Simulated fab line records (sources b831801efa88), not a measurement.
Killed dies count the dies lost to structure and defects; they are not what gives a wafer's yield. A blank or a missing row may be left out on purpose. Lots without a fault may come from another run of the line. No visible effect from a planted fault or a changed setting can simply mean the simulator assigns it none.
fab line records | flow gf180mcu
record lots=24 wafers=72 lastDay=34
route steps=602 shown NSD@262 SAB@277 V1@360 M2@378 V2@403 M4@457
lots that met no fault: taken from a fault-free run of the same line
startH: hours from the record's opening day to when the first of the lot's shown wafers began | waitH: hours from the lot's prior step to this one | " same as the row above | L1.1+2: several wafers, shown together as one row | - no value present, or no start provided | * or withheld: withheld | < > ~ a bound
route shown NAME@n: NAME is a module with steps in the file, n the number in the route of the first one | usual: mean/standard deviation of fault-free wafers | same: alike in all rows | chamber/n: place in a boat | sites: per-site readings | _std_site: standard deviation of those values | _edge_site: the outer-site mean with the inner-site mean subtracted | radiusMm: how far each site lies from the wafer's centre | mask NAME#n: copy n | behind: the tool/chamber that last shaped the wafer | hold: reason for holding the lot/hours on hold/outcome of the hold | device: whichever transistor did not switch (one of n, p or np) | end of line: tests run on the same wafers once the route is complete | for a step that has no rows: nothing shown but its recipe | killed: count of dies lost to structure and defects at first sort (not the wafer's yield) | map: a wafer's dies, marking killed ones x, the rest . and places with no die _
set.NAME: the setting that was run; set.NAME@STEP: the one run at that earlier step | model.NAME: the simulator's own value behind a step, which no gauge read
steps of the route over a sample of lots; a table a step, a row a wafer
services: a tool's chamber out of use, with start hour (startH, from the record's first day; less than 0 if before it), hours out, and reason
## steps
# step GF_PSD_RS_MEAS_14
# recipe thkMeasGauge=four-point-probe
# usual NSD_RS=46.09/0.084
# columns lot.wafer tool chamber startH waitH NSD_RS[ohm/sq]
L074.3 filmMetro-01 - 316.21 0.1 46.00
L074.4 " - " " 46.14
L074.5 " - " " 46.02
L075.1 filmMetro-04 - 326.58 0.1 46.13
L075.4 " - " " 46.16
L075.5 " - " " 46.14
L076.2 filmMetro-03 - 332.88 0.1 45.93
L076.5 " - " " 46.01
L076.6 " - " " 45.92
L077.1 filmMetro-04 - 342.72 0.1 46.16
L077.5 " - " " 46.18
L077.6 " - " " 46.10
L078.3 filmMetro-03 - 349.59 0.1 46.16
L078.5 " - " " 46.10
L078.6 " - " " 46.12
L079.1 filmMetro-04 - 359.32 0.1 46.02
L079.3 " - " " 46.06
L079.6 " - " " 46.17
L080.2 filmMetro-03 - 367.89 0.1 45.97
L080.4 " - " " 45.96
L080.5 " - " " 46.07
L081.1 filmMetro-01 - 378.22 0.1 46.08
L081.2 " - " " 46.09
L081.4 " - " " 45.99
L082.3 filmMetro-03 - 386.91 0.1 46.17
L082.4 " - " " 46.14
L082.6 " - " " 46.01
L083.1 filmMetro-03 - 389.02 0.1 46.11
L083.2 " - " " 46.07
L083.5 " - " " 46.05
L084.3 filmMetro-03 - 404.56 0.1 46.01
L084.5 " - " " 46.06
L084.6 " - " " 45.96
L085.1 filmMetro-04 - 409.82 0.1 46.11
L085.2 " - " " 46.17
L085.3 " - " " 46.13
L086.2 filmMetro-01 - 418.88 0.1 46.13
L086.4 " - " " 46.11
L086.5 " - " " 46.02
L087.1 filmMetro-04 - 428.61 0.1 46.02
L087.3 " - " " 46.01
L087.6 " - " " 46.01
L088.1 filmMetro-01 - 437.06 0.1 46.20
L088.3 " - " " 46.12
L088.6 " - " " 46.26
L089.4 filmMetro-04 - 448.06 0.1 46.00
L089.5 " - " " 46.08
L089.6 " - " " 46.02
L090.1 filmMetro-03 - 452.42 0.1 46.05
L090.2 " - " " 45.99
L090.4 " - " " 46.03
L091.1 filmMetro-03 - 461.96 0.1 46.15
L091.5 " - " " 46.18
L091.6 " - " " 46.07
L092.2 filmMetro-01 - 470.88 0.1 46.24
L092.4 " - " " 46.06
L092.5 " - " " 46.11
L093.1 filmMetro-01 - 476.76 0.1 46.24
L093.2 " - " " 46.05
L093.6 " - " " 46.19
L094.2 filmMetro-04 - 485.55 0.1 46.05
L094.3 " - " " 46.24
L094.4 " - " " 46.17
L095.1 filmMetro-04 - 491.86 0.1 46.22
L095.4 " - " " 46.18
L095.5 " - " " 46.16
L096.3 filmMetro-03 - 505.25 0.1 46.15
L096.4 " - " " 46.02
L096.6 " - " " 46.04
L097.2 filmMetro-03 - 514.03 0.1 45.98
L097.3 " - " " 46.07
L097.6 " - " " 45.94
# step GF_SAB_STRIP_13
# recipe chemistry=O2/N2 powerW=1400 pressureMtorr=1500 platenTempC=250 o2FlowSccm=3000 n2FlowSccm=300 overashFraction=0.5
# usual chamberPressureMTorr=1500.2/1.5 drypumpMotorCurrentA=6.0/0.31 heaterPowerW=314/21 oesProductAu=0.710/0.0046 stripTimeToEndpointS=12.62/0.042
# columns lot.wafer tool chamber startH waitH chamberPressureMTorr drypumpMotorCurrentA heaterPowerW oesProductAu rfHoursCounterH stripTimeToEndpointS
L074.3 plasmaAsher-03 1 337.92 0.0 1502.7 6.1 343 0.706 - 12.59
L074.4 " 0 " " 1503.1 6.3 301 0.725 - 12.68
L074.5 " 1 " " 1501.7 6.0 342 0.712 - 12.63
L075.1 plasmaAsher-03 0 348.67 0.0 1502.8 6.4 298 0.703 58 12.69
L075.4 " 0 " " 1498.8 6.3 295 0.708 - 12.68
L075.5 " 0 " " 1499.8 6.3 297 0.710 - 12.69
L076.2 plasmaAsher-02 1 354.28 0.0 1500.2 5.6 305 0.707 67 12.63
L076.5 " 0 " " 1496.2 5.6 297 0.715 - 12.67
L076.6 " 1 " " 1500.9 5.6 303 0.713 - 12.67
L077.1 plasmaAsher-02 1 365.28 0.0 1501.7 5.6 311 0.706 69 12.64
L077.5 " 1 " " 1502.5 5.6 311 0.705 - 12.60
L077.6 " 0 " " 1500.7 5.7 305 0.706 - 12.63
L078.3 plasmaAsher-02 1 372.27 0.0 1499.6 5.6 309 0.710 - 12.65
L078.5 " 0 " " 1499.8 5.6 303 0.715 - 12.61
L078.6 " 1 " " 1501.5 5.6 314 0.708 - 12.63
L079.1 plasmaAsher-03 0 382.33 0.0 1499.2 6.3 300 0.708 62 12.64
L079.3 " 1 " " 1498.0 6.1 342 0.707 - 12.62
L079.6 " 1 " " 1501.1 6.1 345 0.714 - 12.59
L080.2 plasmaAsher-02 0 390.17 0.0 1499.9 5.6 310 0.708 71 12.66
L080.4 " 0 " " 1500.0 5.6 306 0.709 - 12.71
L080.5 " 0 " " 1499.1 5.6 308 0.697 - 12.70
L081.1 plasmaAsher-01 0 400.75 0.0 1502.3 6.4 289 0.705 31 12.68
L081.2 " 1 " " 1501.2 6.0 350 0.705 31 12.64
L081.4 " 0 " " 1500.9 6.4 293 0.717 - 12.65
L082.3 plasmaAsher-02 0 411.02 0.0 1499.3 5.6 300 0.703 - 12.60
L082.4 " 1 " " 1498.8 5.6 303 0.707 - 12.64
L082.6 " 0 " " 1500.9 5.6 305 0.716 - 12.64
L083.1 plasmaAsher-01 0 412.57 0.0 1500.8 6.5 290 0.708 33 12.63
L083.2 " 1 " " 1502.1 6.0 343 0.709 33 12.62
L083.5 " 1 " " 1500.2 6.0 350 0.704 - 12.60
L084.3 plasmaAsher-02 0 429.01 0.0 1503.5 5.6 301 0.709 - 12.57
L084.5 " 1 " " 1500.3 5.6 304 0.709 - 12.56
L084.6 " 0 " " 1500.9 5.6 301 0.711 - 12.57
L085.1 plasmaAsher-03 1 433.67 0.0 1500.1 6.1 351 0.711 67 12.60
L085.2 " 0 " " 1498.0 6.3 303 0.713 67 12.57
L085.3 " 0 " " 1497.6 6.3 292 0.709 - 12.62
L086.2 plasmaAsher-02 0 443.14 0.0 1501.2 5.7 305 0.704 76 12.66
L086.4 " 1 " " 1502.9 5.6 310 0.723 - 12.67
L086.5 " 0 " " 1498.7 5.6 302 0.706 - 12.63
L087.1 plasmaAsher-02 1 453.33 0.0 1498.9 5.6 302 0.712 77 12.58
L087.3 " 1 " " 1499.2 5.6 309 0.713 - 12.61
L087.6 " 0 " " 1502.1 5.6 305 0.703 - 12.59
L088.1 plasmaAsher-03 0 462.33 0.0 1500.0 6.3 299 0.715 70 12.63
L088.3 " 0 " " 1500.2 6.3 295 0.712 - 12.56
L088.6 " 0 " " 1499.9 6.3 299 0.704 - 12.60
L089.4 plasmaAsher-01 1 472.52 0.0 1500.3 6.0 340 0.713 - 12.56
L089.5 " 1 " " 1500.5 6.0 347 0.708 - 12.52
L089.6 " 0 " " 1501.9 6.5 290 0.705 - 12.54
L090.1 plasmaAsher-01 1 477.67 0.0 1501.9 6.0 351 0.717 40 12.60
L090.2 " 0 " " 1500.3 6.4 287 0.711 40 12.59
L090.4 " 0 " " 1498.5 6.4 299 0.713 - 12.60
L091.1 plasmaAsher-02 1 487.12 0.0 1501.6 5.6 302 0.719 81 12.58
L091.5 " 0 " " 1498.7 5.6 309 0.713 - 12.61
L091.6 " 1 " " 1499.2 5.6 304 0.711 - 12.59
L092.2 plasmaAsher-01 0 495.22 0.0 1500.1 6.4 292 0.714 42 12.60
L092.4 " 1 " " 1499.2 6.0 349 0.707 - 12.64
L092.5 " 0 " " 1497.0 6.4 286 0.711 - 12.61
L093.1 plasmaAsher-03 0 500.52 0.0 1503.8 6.3 295 0.707 72 12.64
L093.2 " 1 " " 1503.9 6.1 353 0.706 72 12.68
L093.6 " 1 " " 1498.8 6.1 345 0.705 - 12.68
L094.2 plasmaAsher-02 1 509.48 0.0 1498.0 5.6 310 0.703 83 12.71
L094.3 " 1 " " 1500.4 5.6 305 0.705 - 12.68
L094.4 " 0 " " 1501.5 5.6 304 0.712 - 12.66
L095.1 plasmaAsher-01 0 515.72 0.0 1502.6 6.4 291 0.709 45 12.63
L095.4 " 1 " " 1500.1 6.0 351 0.709 - 12.61
L095.5 " 0 " " 1499.8 6.4 302 0.715 - 12.61
L096.3 plasmaAsher-03 0 529.21 0.0 1502.2 6.3 298 0.716 - 12.57
L096.4 " 1 " " 1502.3 6.1 351 0.706 - 12.60
L096.6 " 0 " " 1500.4 6.3 296 0.718 - 12.58
L097.2 plasmaAsher-01 1 537.83 0.0 1498.0 6.0 356 0.714 46 12.65
L097.3 " 0 " " 1498.8 6.4 287 0.709 - 12.63
L097.6 " 1 " " 1497.5 6.0 348 0.711 - 12.66
# step GF_V1_THK_MEAS_25
# recipe thkMeasGauge=xrf reads=W_of_V1_CVD_23
# usual V1_W_THK=352/4.5
# columns lot.wafer tool chamber startH waitH V1_W_THK[nm]
L074.3 filmMetro-02 - 410.22 0.1 355
L074.4 " - " " 350
L074.5 " - " " 350
L075.1 filmMetro-03 - 422.22 0.1 346
L075.4 " - " " 346
L075.5 " - " " 353
L076.2 filmMetro-02 - 428.93 0.1 349
L076.5 " - " " 356
L076.6 " - " " 356
L077.1 filmMetro-03 - 440.08 0.1 352
L077.5 " - " " 351
L077.6 " - " " 346
L078.3 filmMetro-02 - 447.87 0.1 348
L078.5 " - " " 351
L078.6 " - " " 349
L079.1 filmMetro-02 - 458.71 0.1 351
L079.3 " - " " 359
L079.6 " - " " 354
L080.2 filmMetro-03 - 468.63 0.1 357
L080.4 " - " " 354
L080.5 " - " " 353
L081.1 filmMetro-01 - 478.20 0.1 351
L081.2 " - " " 345
L081.4 " - " " 350
L082.3 filmMetro-02 - 489.74 0.1 358
L082.4 " - " " 350
L082.6 " - " " 358
L083.1 filmMetro-01 - 490.72 0.1 354
L083.2 " - " " 349
L083.5 " - " " 350
L084.3 filmMetro-03 - 506.21 0.1 346
L084.5 " - " " 345
L084.6 " - " " 355
L085.1 filmMetro-03 - 512.96 0.1 351
L085.2 " - " " 351
L085.3 " - " " 349
L086.2 filmMetro-01 - 521.58 0.1 356
L086.4 " - " " 351
L086.5 " - " " 350
L087.1 filmMetro-03 - 530.61 0.1 347
L087.3 " - " " 345
L087.6 " - " " 342
L088.1 filmMetro-01 - 538.63 0.1 357
L088.3 " - " " 357
L088.6 " - " " 362
L089.4 filmMetro-03 - 547.30 0.1 350
L089.5 " - " " 350
L089.6 " - " " 354
L090.1 filmMetro-02 - 552.62 0.1 342
L090.2 " - " " 344
L090.4 " - " " 344
L091.1 filmMetro-02 - 562.13 0.1 352
L091.5 " - " " 354
L091.6 " - " " 352
L092.2 filmMetro-03 - 567.61 0.1 347
L092.4 " - " " 347
L092.5 " - " " 344
L093.1 filmMetro-01 - 572.62 0.1 358
L093.2 " - " " 359
L093.6 " - " " 354
L094.2 filmMetro-01 - 578.57 0.1 351
L094.3 " - " " 359
L094.4 " - " " 354
L095.1 filmMetro-01 - 587.11 0.1 358
L095.4 " - " " 360
L095.5 " - " " 361
L096.3 filmMetro-01 - 597.39 0.1 357
L096.4 " - " " 359
L096.6 " - " " 355
L097.2 filmMetro-02 - 607.76 0.1 348
L097.3 " - " " 348
L097.6 " - " " 350
# step GF_M2_METAL_ETCH_16
# recipe chemistry=Cl2/BCl3 maskMaterial=KrF targetDepthNm=750.8 stopOn=SiO2 pressureMtorr=8 icpW=800 biasW=140 Cl2_flow_sccm=80 bcl3FlowSccm=40 timeS=125.1
# usual chamberPressureMTorr=8.001/0.0074 drypumpMotorCurrentA=5.9/0.54 mfcCl2Sccm=80.01/0.24 oesProductAu=0.991/0.0068 throttleValvePct=28.229/0.0097
# columns lot.wafer tool chamber startH waitH chamberPressureMTorr drypumpMotorCurrentA mfcCl2Sccm oesProductAu rfHoursCounterH throttleValvePct
L074.3 rieMetal-02 1 435.46 0.1 7.998 5.2 80.17 0.995 - 28.220
L074.4 " 0 " " 7.991 6.4 80.03 0.996 - 28.228
L074.5 " 1 " " 7.995 5.2 80.80 1.004 - 28.238
L075.1 rieMetal-03 0 447.33 0.0 8.001 6.8 79.93 0.996 9 28.195
L075.4 " 1 " " 7.991 5.6 79.91 0.989 - 28.213
L075.5 " 1 " " 8.001 5.6 79.96 0.985 - 28.227
L076.2 rieMetal-01 0 454.23 0.0 8.008 5.6 79.98 1.003 11 28.221
L076.5 " 0 " " 7.993 5.6 79.96 0.993 - 28.220
L076.6 " 1 " " 8.004 5.6 79.90 0.979 - 28.230
L077.1 rieMetal-03 1 465.32 0.0 7.995 5.7 79.64 0.990 6 28.223
L077.5 " 0 " " 8.005 6.8 79.61 0.995 - 28.231
L077.6 " 1 " " 8.019 5.6 80.17 1.002 - 28.219
L078.3 rieMetal-02 1 473.06 0.1 7.998 5.2 79.58 0.985 - 28.219
L078.5 " 1 " " 7.988 5.2 79.64 0.985 - 28.234
L078.6 " 0 " " 7.993 6.4 80.19 0.991 - 28.241
L079.1 rieMetal-01 0 483.77 0.0 8.006 5.6 80.19 0.996 12 28.221
L079.3 " 1 " " 7.995 5.7 79.94 0.983 - 28.229
L079.6 " 0 " " 7.996 5.6 79.96 0.998 - 28.221
L080.2 rieMetal-02 1 493.17 0.0 8.000 5.2 79.97 0.995 10 28.224
L080.4 " 1 " " 8.008 5.2 79.93 0.996 - 28.223
L080.5 " 1 " " 8.003 5.2 79.81 0.997 - 28.218
L081.1 rieMetal-02 0 502.78 0.0 7.992 6.4 80.00 0.995 1 28.236
L081.2 " 0 " " 8.009 6.4 80.06 0.989 - 28.211
L081.4 " 0 " " 8.006 6.4 80.24 0.990 - 28.230
L082.3 rieMetal-01 1 514.26 0.1 8.016 5.6 80.18 0.981 - 28.244
L082.4 " 0 " " 8.001 5.6 79.85 0.990 - 28.212
L082.6 " 0 " " 8.008 5.6 79.97 1.001 - 28.236
L083.1 rieMetal-03 1 514.97 0.0 7.989 5.6 80.31 0.988 7 28.228
L083.2 " 0 " " 7.994 6.7 80.06 0.992 11 28.238
L083.5 " 0 " " 8.016 6.7 80.17 0.997 - 28.215
L084.3 rieMetal-02 1 529.96 0.1 8.001 5.2 79.76 0.991 - 28.221
L084.5 " 0 " " 7.996 6.4 80.22 0.988 - 28.231
L084.6 " 1 " " 8.010 5.2 80.36 0.987 - 28.227
L085.1 rieMetal-01 0 536.93 0.0 7.999 5.6 79.63 0.999 13 28.213
L085.2 " 1 " " 8.015 5.7 79.52 0.981 6 28.249
L085.3 " 1 " " 8.005 5.6 79.86 0.978 - 28.237
L086.2 rieMetal-03 0 544.87 0.0 7.997 6.7 80.01 0.996 11 28.222
L086.4 " 1 " " 8.003 5.6 80.15 0.997 - 28.212
L086.5 " 0 " " 7.994 6.8 80.00 0.996 - 28.212
L087.1 rieMetal-03 0 553.83 0.0 7.997 6.7 80.04 0.993 12 28.222
L087.3 " 0 " " 7.997 6.7 80.12 0.989 - 28.233
L087.6 " 1 " " 8.005 5.7 79.65 0.993 - 28.235
L088.1 rieMetal-02 1 561.72 0.0 7.998 5.2 79.82 0.988 12 28.217
L088.3 " 1 " " 8.000 5.2 79.77 0.991 - 28.235
L088.6 " 1 " " 8.009 5.2 79.69 0.993 - 28.221
L089.4 rieMetal-03 1 570.56 0.1 8.012 5.6 80.20 0.997 - 28.231
L089.5 " 1 " " 8.000 5.6 80.02 0.998 - 28.237
L089.6 " 0 " " 7.995 6.7 80.09 0.991 - 28.224
L090.1 rieMetal-03 0 572.62 0.0 8.005 6.7 80.04 0.997 12 28.234
L090.2 " 1 " " 7.996 5.7 80.23 0.986 9 28.236
L090.4 " 0 " " 7.989 6.7 79.74 0.998 - 28.227
L091.1 rieMetal-03 1 583.93 0.0 8.007 5.6 80.08 0.994 9 28.228
L091.5 " 1 " " 8.000 5.7 79.74 0.982 - 28.229
L091.6 " 0 " " 8.002 6.7 79.85 0.995 - 28.223
L092.2 rieMetal-02 0 589.37 0.0 8.007 6.4 79.90 0.992 4 28.233
L092.4 " 0 " " 8.012 6.4 80.29 0.982 - 28.225
L092.5 " 0 " " 7.994 6.4 79.71 0.991 - 28.216
L093.1 rieMetal-01 0 594.58 0.0 8.011 5.6 80.23 0.988 0 28.224
L093.2 " 1 " " 7.991 5.6 79.77 0.982 9 28.252
L093.6 " 1 " " 8.005 5.6 80.19 0.964 - 28.237
L094.2 rieMetal-01 1 600.58 0.0 7.992 5.6 79.69 0.991 9 28.238
L094.3 " 0 " " 7.995 5.6 79.88 0.990 - 28.234
L094.4 " 1 " " 7.999 5.6 79.96 0.973 - 28.248
L095.1 rieMetal-03 0 608.72 0.0 8.000 6.8 80.06 0.991 13 28.228
L095.4 " 0 " " 7.987 6.7 80.39 0.989 - 28.214
L095.5 " 0 " " 8.006 6.7 80.26 0.998 - 28.227
L096.3 rieMetal-01 0 618.81 0.1 8.003 5.6 80.06 0.993 - 28.236
L096.4 " 1 " " 8.001 5.6 79.88 0.978 - 28.240
L096.6 " 0 " " 8.008 5.5 80.34 0.993 - 28.223
L097.2 rieMetal-03 1 628.32 0.0 8.003 5.7 80.28 0.986 11 28.239
L097.3 " 0 " " 8.012 6.7 80.06 1.004 - 28.225
L097.6 " 1 " " 8.001 5.7 80.42 0.985 - 28.228
# step GF_V2_SPUTTER_21
# recipe material=Ti targetThkNm=15 chamberPressurePa=5 powerW=2500 substrateTempC=200 timeS=80.02
# usual throttleValvePct=30.1/1
# columns lot.wafer tool chamber startH waitH throttleValvePct
L074.3 pvdSputter-04 - 462.54 0.0 31.6
L074.4 " - " " 30.6
L074.5 " - " " 31.6
L075.1 pvdSputter-03 - 474.19 0.0 30.4
L075.4 " - " " 30.1
L075.5 " - " " 30.4
L076.2 pvdSputter-03 - 480.68 0.0 30.3
L076.5 " - " " 29.7
L076.6 " - " " 30.3
L077.1 pvdSputter-03 - 492.17 0.0 30.2
L077.5 " - " " 30.4
L077.6 " - " " 30.2
L078.3 pvdSputter-03 - 499.33 0.0 30.3
L078.5 " - " " 30.0
L078.6 " - " " 30.2
L079.1 pvdSputter-04 - 509.55 0.0 31.7
L079.3 " - " " 32.0
L079.6 " - " " 31.7
L080.2 pvdSputter-01 - 518.79 0.0 29.5
L080.4 " - " " 28.5
L080.5 " - " " 28.1
L081.1 pvdSputter-03 - 528.64 0.0 29.8
L081.2 " - " " 30.2
L081.4 " - " " 30.3
L082.3 pvdSputter-01 - 538.69 0.0 29.4
L082.4 " - " " 28.2
L082.6 " - " " 30.5
L083.1 pvdSputter-04 - 540.13 0.0 31.9
L083.2 " - " " 31.2
L083.5 " - " " 32.0
L084.3 pvdSputter-03 - 555.03 0.0 30.8
L084.5 " - " " 30.5
L084.6 " - " " 29.5
L085.1 pvdSputter-03 - 560.60 0.0 29.5
L085.2 " - " " 30.1
L085.3 " - " " 30.3
L086.2 pvdSputter-04 - 567.71 0.0 30.4
L086.4 " - " " 31.9
L086.5 " - " " 31.7
L087.1 pvdSputter-01 - 575.63 0.0 27.8
L087.3 " - " " 28.4
L087.6 " - " " 28.2
L088.1 pvdSputter-04 - 585.24 0.0 31.4
L088.3 " - " " 29.6
L088.6 " - " " 29.5
L089.4 pvdSputter-03 - 594.39 0.0 30.4
L089.5 " - " " 30.4
L089.6 " - " " 29.5
L090.1 pvdSputter-03 - 595.34 0.0 30.6
L090.2 " - " " 29.7
L090.4 " - " " 30.4
L091.1 pvdSputter-01 - 606.74 0.0 29.5
L091.5 " - " " 29.9
L091.6 " - " " 28.0
L092.2 pvdSputter-03 - 612.64 0.0 29.8
L092.4 " - " " 30.3
L092.5 " - " " 30.1
L093.1 pvdSputter-01 - 617.80 0.0 28.3
L093.2 " - " " 28.0
L093.6 " - " " 28.0
L094.2 pvdSputter-04 - 623.57 0.0 29.5
L094.3 " - " " 30.4
L094.4 " - " " 31.6
L095.1 pvdSputter-01 - 630.78 0.0 30.4
L095.4 " - " " 29.8
L095.5 " - " " 30.2
L096.3 pvdSputter-04 - 641.14 0.0 31.6
L096.4 " - " " 31.8
L096.6 " - " " 29.8
L097.2 pvdSputter-01 - 649.74 0.0 28.3
L097.3 " - " " 28.4
L097.6 " - " " 28.3
# step GF_M4_SPUTTER_01
# recipe material=TiN targetThkNm=30 powerW=6500 timeS=25 chamberPressurePa=0.4
# usual throttleValvePct=30.3/1.2
# columns lot.wafer tool chamber startH waitH throttleValvePct
L074.3 pvdSputter-04 - 514.76 0.1 31.5
L074.4 " - " " 31.9
L074.5 " - " " 29.5
L075.1 pvdSputter-04 - 526.28 0.1 31.9
L075.4 " - " " 31.7
L075.5 " - " " 29.6
L076.2 pvdSputter-03 - 531.37 0.1 30.1
L076.5 " - " " 29.7
L076.6 " - " " 30.5
L077.1 pvdSputter-04 - 542.67 0.1 30.6
L077.5 " - " " 31.5
L077.6 " - " " 31.9
L078.3 pvdSputter-04 - 549.52 0.1 31.5
L078.5 " - " " 31.7
L078.6 " - " " 31.9
L079.1 pvdSputter-04 - 557.97 0.1 32.0
L079.3 " - " " 31.5
L079.6 " - " " 31.9
L080.2 pvdSputter-03 - 566.38 0.1 30.2
L080.4 " - " " 30.8
L080.5 " - " " 30.2
L081.1 pvdSputter-03 - 575.63 0.1 30.3
L081.2 " - " " 30.0
L081.4 " - " " 30.6
L082.3 pvdSputter-03 - 585.77 0.1 29.7
L082.4 " - " " 30.1
L082.6 " - " " 30.5
L083.1 pvdSputter-02 - 587.85 0.1 31.2
L083.2 " - " " 31.5
L083.5 " - " " 30.5
L084.3 pvdSputter-04 - 600.56 0.1 31.6
L084.5 " - " " 30.3
L084.6 " - " " 29.8
L085.1 pvdSputter-03 - 605.78 0.1 30.0
L085.2 " - " " 30.0
L085.3 " - " " 30.4
L086.2 pvdSputter-03 - 613.78 0.1 30.2
L086.4 " - " " 30.5
L086.5 " - " " 30.5
L087.1 pvdSputter-04 - 621.48 0.1 31.5
L087.3 " - " " 31.8
L087.6 " - " " 29.6
L088.1 pvdSputter-02 - 630.67 0.1 31.0
L088.3 " - " " 30.6
L088.6 " - " " 31.4
L089.4 pvdSputter-04 - 640.32 0.1 31.9
L089.5 " - " " 31.5
L089.6 " - " " 29.7
L090.1 pvdSputter-02 - 640.62 0.1 26.8
L090.2 " - " " 30.6
L090.4 " - " " 31.2
L091.1 pvdSputter-04 - 651.86 0.1 29.8
L091.5 " - " " 30.1
L091.6 " - " " 31.7
L092.2 pvdSputter-02 - 657.47 0.1 30.5
L092.4 " - " " 31.3
L092.5 " - " " 31.0
L093.1 pvdSputter-02 - 661.88 0.1 30.6
L093.2 " - " " 31.3
L093.6 " - " " 30.4
L094.2 pvdSputter-03 - 667.45 0.1 30.1
L094.3 " - " " 30.4
L094.4 " - " " 30.5
L095.1 pvdSputter-03 - 673.22 0.1 29.4
L095.4 " - " " 30.1
L095.5 " - " " 30.5
L096.3 pvdSputter-03 - 684.33 0.1 30.2
L096.4 " - " " 29.5
L096.6 " - " " 30.4
L097.2 pvdSputter-02 - 691.05 0.1 30.4
L097.3 " - " " 31.1
L097.6 " - " " 31.5
## services
# columns tool chamber startH hours kind
pvdSputter-01 - 342.68 8.6 repair
pvdSputter-04 - 375.51 8.7 repair
pvdSputter-04 - 378.87 3.2 repair
pvdSputter-03 - 391.31 3.3 repair
rieMetal-03 - 420.44 0.3 repair
pvdSputter-01 - 422.17 4.4 repair
plasmaAsher-01 - 424.66 1.9 repair
plasmaAsher-03 - 475.67 7.3 repair
plasmaAsher-03 - 483.94 6.2 repair
rieMetal-02 0 486.49 1.7 repair
plasmaAsher-03 - 487.10 3.1 repair
rieMetal-01 - 492.47 0.2 repair
rieMetal-02 1 493.47 20.5 repair
plasmaAsher-03 - 502.02 1.8 repair
rieMetal-02 - 515.92 1.4 pm
pvdSputter-04 - 541.07 0.5 repair
plasmaAsher-03 - 557.86 4.2 repair
plasmaAsher-03 - 558.26 4.1 repair
rieMetal-02 0 559.04 14.6 repair
pvdSputter-01 - 589.97 2.3 repair
plasmaAsher-03 - 592.89 2.8 pm
pvdSputter-01 - 623.24 3.1 repair
pvdSputter-04 - 656.80 3.9 repair
pvdSputter-04 - 681.88 2.1 repair
## key
fault none
